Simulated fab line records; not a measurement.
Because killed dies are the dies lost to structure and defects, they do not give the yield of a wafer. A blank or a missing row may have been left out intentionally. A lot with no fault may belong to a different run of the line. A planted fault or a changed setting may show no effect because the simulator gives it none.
2 desks, one fault ; flow sky130 ; only its own numbers are on each desk; what lay behind them is given at the end

METROLOGY DESK
What the gauges read for every lot (on any tool): the sampled wafers with a number, averaged. Any lot whose mean is over 4 standard deviations away from the usual mean is out of limits and marked OUT; that distance is given in the brackets.
Columns: A = cd nm at SKY_LI_CONTACT_CD_MEAS_12, usual 169.8 nm; B = LI_CONTACT_OVL at SKY_LI_CONTACT_OVL_MEAS_13, usual 0 nm
lot;first seen here;A;B
L665;day 29 22:55;168.5;2
L673;day 32 20:59;169.5;1
L674;day 33 04:23;169.5;8
L682;day 35 09:40;170.6;3
L686;day 36 21:58;170.6;7
This desk's verdict: no lot among the 5 shows anything out of limits.

DESK OF THE TOOL OWNER: pvd sputter-04
The tool's own readings at SKY_LI_CONTACT_SPUTTER_20 (material TiN, target thk 20 nm, time 80 s): means of the sampled wafers that have a number, for each lot that ran on this tool. Any lot whose mean is over 4 standard deviations away from the usual mean is out of limits and marked OUT; that distance is given in the brackets.
Columns: A = throttle valve pct at SKY_LI_CONTACT_SPUTTER_20, usual 29.2 %
lot;first seen here;A
L674;day 33 05:03;28.9
L682;day 35 10:20;28.5
This desk's verdict: no lot among the 2 shows anything out of limits.

ALL TOGETHER
Metrology desk: nothing out of limits seen.
The desk of the tool owner found nothing out of limits.

WHAT HAD BEEN PUT IN BY THE SIMULATOR
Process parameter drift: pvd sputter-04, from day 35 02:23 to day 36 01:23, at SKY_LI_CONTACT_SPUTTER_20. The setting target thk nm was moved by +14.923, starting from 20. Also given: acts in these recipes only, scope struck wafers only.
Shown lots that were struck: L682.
